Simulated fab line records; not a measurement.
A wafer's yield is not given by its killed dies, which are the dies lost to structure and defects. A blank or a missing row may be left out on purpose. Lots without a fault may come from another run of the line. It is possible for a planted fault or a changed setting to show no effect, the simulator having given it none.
Which tool did it? | flow sky130 | 12 lots with 36 wafers sampled at 4 steps, on a route of 708 steps

WHAT THE GAUGES READ, wafer by wafer
Not one reading of a measure or inspect step in the record can be checked against a usual standard deviation.

TOOL THAT RAN EACH LOT (tool first, then ch and the chambers of the sampled wafers, then the start)
lot  | SKY_VIA1_SPUTTER_20         | SKY_METAL2_SPUTTER_04       | SKY_METAL3_SPUTTER_01       | SKY_CAPM_CVD_00
L309 | pvdSputter-02, day 33 10:16 | pvdSputter-04, day 33 11:00 | pvdSputter-04, day 35 20:35 | pecvd-01 ch 0,1,2, day 35 20:43
L311 | pvdSputter-02, day 34 12:00 | pvdSputter-03, day 34 12:44 | pvdSputter-04, day 36 20:58 | pecvd-01 ch 0,1,2, day 36 21:06
L313 | pvdSputter-02, day 35 08:41 | pvdSputter-03, day 35 09:25 | pvdSputter-02, day 37 17:33 | pecvd-01 ch 0,1, day 37 17:41
L315 | pvdSputter-02, day 35 18:55 | pvdSputter-03, day 35 19:38 | pvdSputter-03, day 38 02:02 | pecvd-03 ch 0,2, day 38 02:10
L316 | pvdSputter-04, day 36 03:52 | pvdSputter-03, day 36 04:35 | pvdSputter-02, day 38 11:44 | pecvd-01 ch 0,1,2, day 38 11:52
L324 | pvdSputter-02, day 39 00:30 | pvdSputter-04, day 39 01:22 | pvdSputter-03, day 41 05:34 | pecvd-01 ch 1,2, day 41 05:42
L325 | pvdSputter-04, day 39 03:52 | pvdSputter-03, day 39 04:35 | pvdSputter-02, day 41 08:37 | pecvd-01 ch 0,1, day 41 08:44
L326 | pvdSputter-02, day 39 07:34 | pvdSputter-01, day 39 08:17 | pvdSputter-04, day 41 12:05 | pecvd-01 ch 0,1, day 41 12:13
L327 | pvdSputter-02, day 39 11:07 | pvdSputter-03, day 39 11:50 | pvdSputter-04, day 41 16:01 | pecvd-02 ch 1,2, day 41 16:09
L330 | pvdSputter-01, day 40 10:47 | pvdSputter-03, day 40 11:30 | pvdSputter-02, day 42 14:13 | pecvd-01 ch 0,2, day 42 14:20
L331 | pvdSputter-04, day 40 21:32 | pvdSputter-03, day 40 22:16 | pvdSputter-03, day 43 00:50 | pecvd-02 ch 0,2, day 43 00:59
L332 | pvdSputter-01, day 41 02:28 | pvdSputter-01, day 41 03:11 | pvdSputter-03, day 43 04:38 | pecvd-01 ch 0,2, day 43 04:46
- SKY_VIA1_SPUTTER_20: material TiN, target thk 20 nm, time 80 s.
- SKY_METAL2_SPUTTER_04: material TiN, target thk 70 nm, time 58.3 s.
- SKY_METAL3_SPUTTER_01: material TiN, target thk 20 nm, time 16.7 s.
- SKY_CAPM_CVD_00: deposits SiO2, target thk 15.5 nm.

WHAT THE TOOLS THEMSELVES READ (means of the sampled wafers that have a number; where no wafer has one, the mark that the record gives instead)
SKY_VIA1_SPUTTER_20.
lot  | tool          | cathodeDcPowerW (W) | chamberPressurePa (Pa) | throttleValvePct (%)
L309 | pvdSputter-02 | 4000.2              | 4.999                  | 30.3
L311 | pvdSputter-02 | 4000.2              | 4.997                  | 29.4
L313 | pvdSputter-02 | 4000.3              | 5.008                  | 30.2
L315 | pvdSputter-02 | 3999.9              | 5.002                  | 30.6
L316 | pvdSputter-04 | 4000.1              | 5.001                  | 29.0
L324 | pvdSputter-02 | 3999.8              | 4.995                  | 30.3
L325 | pvdSputter-04 | 4000.2              | 4.989                  | 29.9
L326 | pvdSputter-02 | 3999.8              | 5.005                  | 30.5
L327 | pvdSputter-02 | 4000.2              | 5.005                  | 29.4
L330 | pvdSputter-01 | 3999.5              | 5.004                  | 28.8
L331 | pvdSputter-04 | 4000.7              | 4.990                  | 28.9
L332 | pvdSputter-01 | 4000.2              | 5.004                  | 28.9

SKY_METAL2_SPUTTER_04.
lot  | tool          | cathodeDcPowerW (W) | chamberPressurePa (Pa) | throttleValvePct (%)
L309 | pvdSputter-04 | 6499.6              | 0.4002                 | 28.9
L311 | pvdSputter-03 | 6499.4              | 0.4002                 | 30.6
L313 | pvdSputter-03 | 6500.7              | 0.4002                 | 30.2
L315 | pvdSputter-03 | 6498.7              | 0.4003                 | 30.3
L316 | pvdSputter-03 | 6500.3              | 0.3999                 | 30.8
L324 | pvdSputter-04 | 6499.1              | 0.3994                 | 29.5
L325 | pvdSputter-03 | 6500.5              | 0.4010                 | 29.4
L326 | pvdSputter-01 | 6500.0              | 0.3995                 | 29.5
L327 | pvdSputter-03 | 6501.2              | 0.3996                 | 30.3
L330 | pvdSputter-03 | 6498.7              | 0.3997                 | 30.8
L331 | pvdSputter-03 | 6499.5              | 0.4002                 | 30.2
L332 | pvdSputter-01 | 6500.4              | 0.3994                 | 29.5

SKY_METAL3_SPUTTER_01.
lot  | tool          | cathodeDcPowerW (W) | chamberPressurePa (Pa) | throttleValvePct (%)
L309 | pvdSputter-04 | 6500.0              | 0.3993                 | 30.0
L311 | pvdSputter-04 | 6499.7              | 0.3998                 | 29.3
L313 | pvdSputter-02 | 6500.0              | 0.4004                 | 30.2
L315 | pvdSputter-03 | 6499.8              | 0.3999                 | 30.1
L316 | pvdSputter-02 | 6501.2              | 0.3993                 | 30.1
L324 | pvdSputter-03 | -                   | -                      | -
L325 | pvdSputter-02 | -                   | -                      | -
L326 | pvdSputter-04 | -                   | -                      | -
L327 | pvdSputter-04 | 6500.8              | 0.3999                 | 31.4
L330 | pvdSputter-02 | 6500.5              | 0.4002                 | 29.4
L331 | pvdSputter-03 | 6500.2              | 0.4005                 | 30.7
L332 | pvdSputter-03 | 6501.2              | 0.4004                 | 30.1

SKY_CAPM_CVD_00.
lot  | tool     | heaterPowerW (W) | susceptorTempC (C)
L309 | pecvd-01 | 746              | 399.97
L311 | pecvd-01 | 745              | 400.19
L313 | pecvd-01 | 704              | 399.73
L315 | pecvd-03 | 654              | 400.14
L316 | pecvd-01 | 690              | 400.16
L324 | pecvd-01 | 692              | 400.00
L325 | pecvd-01 | 762              | 399.98
L326 | pecvd-01 | 772              | 400.08
L327 | pecvd-02 | 578              | 399.87
L330 | pecvd-01 | 638              | 400.05
L331 | pecvd-02 | 703              | 400.25
L332 | pecvd-01 | 767              | 400.01

THE ANSWER, worked out from the rows above alone
Rule: the lots themselves supply what counts as usual. Put in order of their means at a reading, lots are off if they are a third of the lots or fewer, leave a main group of 4 or more, and stand apart from it by a gap of 3 or more times the standard deviation of the main group's means; of several such gaps the widest counts. The tables above print the reading to a certain number of digits; a main group whose means all agree to those digits is not used. Also off: a lot with no number at a reading for which 4 or more lots have one. The other lots that the step has rows for count as sound. After the gauges, taken in route order, come the tools' own readings; for these a lot's mean is taken, as printed above. The first step at which some lot is off is used, and at that step the reading that is off furthest; a lot without a number counts as furthest.
Off: L324, L325, L326 (SKY_METAL3_SPUTTER_01, cathodeDcPowerW). Without a number there: L324, L325, L326. Main group: mean 6500.4 W, sd 0.54.
If a tool, at that step or one of the process steps before it, ran each lot that is off and ran no sound lot following the first of them, it fits. None of those tried fits.

WHAT HAD BEEN PUT IN BY THE SIMULATOR
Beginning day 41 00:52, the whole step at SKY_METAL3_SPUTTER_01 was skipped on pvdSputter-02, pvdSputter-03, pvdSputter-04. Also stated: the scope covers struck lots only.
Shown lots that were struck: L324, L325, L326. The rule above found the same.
